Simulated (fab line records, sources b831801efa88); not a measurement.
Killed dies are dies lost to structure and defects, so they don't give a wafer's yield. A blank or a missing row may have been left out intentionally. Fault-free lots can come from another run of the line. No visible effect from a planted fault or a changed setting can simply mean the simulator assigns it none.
What tool caused it? -- flow gf180mcu -- 6 lots with 18 wafers sampled at 3 steps, on a route of 602 steps

== WHAT EACH GAUGE READ, for each wafer ==
GF_PSD_RS_MEAS_14: the measuring method here is four-point-probe.
lot,measured,on,NSD_RS (ohm/sq)
L304,day 15 10:01,film metro-03,46.26 46.24 46.25
L306,day 15 21:09,film metro-02,46.03 46.07 46.05
L311,day 18 03:34,film metro-02,46.18 46.08 46.08
L316,day 19 18:16,film metro-03,47.89 47.88 47.74
L318,day 20 08:25,film metro-04,46.07 46.11 46.21
L323,day 22 01:44,film metro-02,46.10 46.05 46.03

== WHICH TOOL RAN EACH LOT (tool, then ch and the chambers of the sampled wafers, then the start) ==
lot,GF_NSD_IMPLANT_10,GF_NSD_STRIP_11
L304,"implanter-02 ch 0, day 14 12:47","plasma asher-04 ch 0,1, day 14 12:55"
L306,"implanter-03 ch 0, day 14 23:29","plasma asher-01 ch 0,1, day 14 23:38"
L311,"implanter-02 ch 0, day 17 03:49","plasma asher-03 ch 0,1, day 17 03:56"
L316,"implanter-03 ch 0, day 18 18:01","plasma asher-04 ch 0,1, day 18 18:10"
L318,"implanter-01 ch 0, day 19 08:16","plasma asher-04 ch 0,1, day 19 08:25"
L323,"implanter-01 ch 0, day 21 00:28","plasma asher-01 ch 0,1, day 21 00:37"
- GF_NSD_IMPLANT_10
- GF_NSD_STRIP_11: strips in O2/N2.

== THE ANSWER, worked out from the rows above alone ==
Rule: what is usual is taken from the lots themselves. The widest of any qualifying gaps counts: lots, ordered by their means at a reading, are off when they make up no more than a third of the lots, leave a main group of 4 or more, and stand apart from it by 3 or more times the standard deviation of that group's means. Not used: any main group whose means are identical at the precision the tables above print for the reading. A lot without any number at a reading at which 4 lots or more have one is off too. Where the step has rows for the other lots, those lots are counted as sound.
Off: L316, at GF_PSD_RS_MEAS_14 (NSD_RS). The main group: mean 46.12 ohm/sq, standard deviation 0.071.
If a tool, at a process step before that reading, ran all the lots that are off and no sound lot after the first of them, it fits. The gauges at GF_PSD_RS_MEAS_14 are tried like those tools. This does not decide it: 2 tools fit, namely implanter-03 at GF_NSD_IMPLANT_10 and film metro-03 at GF_PSD_RS_MEAS_14.

== WHAT THE SIMULATOR HAD PUT IN ==
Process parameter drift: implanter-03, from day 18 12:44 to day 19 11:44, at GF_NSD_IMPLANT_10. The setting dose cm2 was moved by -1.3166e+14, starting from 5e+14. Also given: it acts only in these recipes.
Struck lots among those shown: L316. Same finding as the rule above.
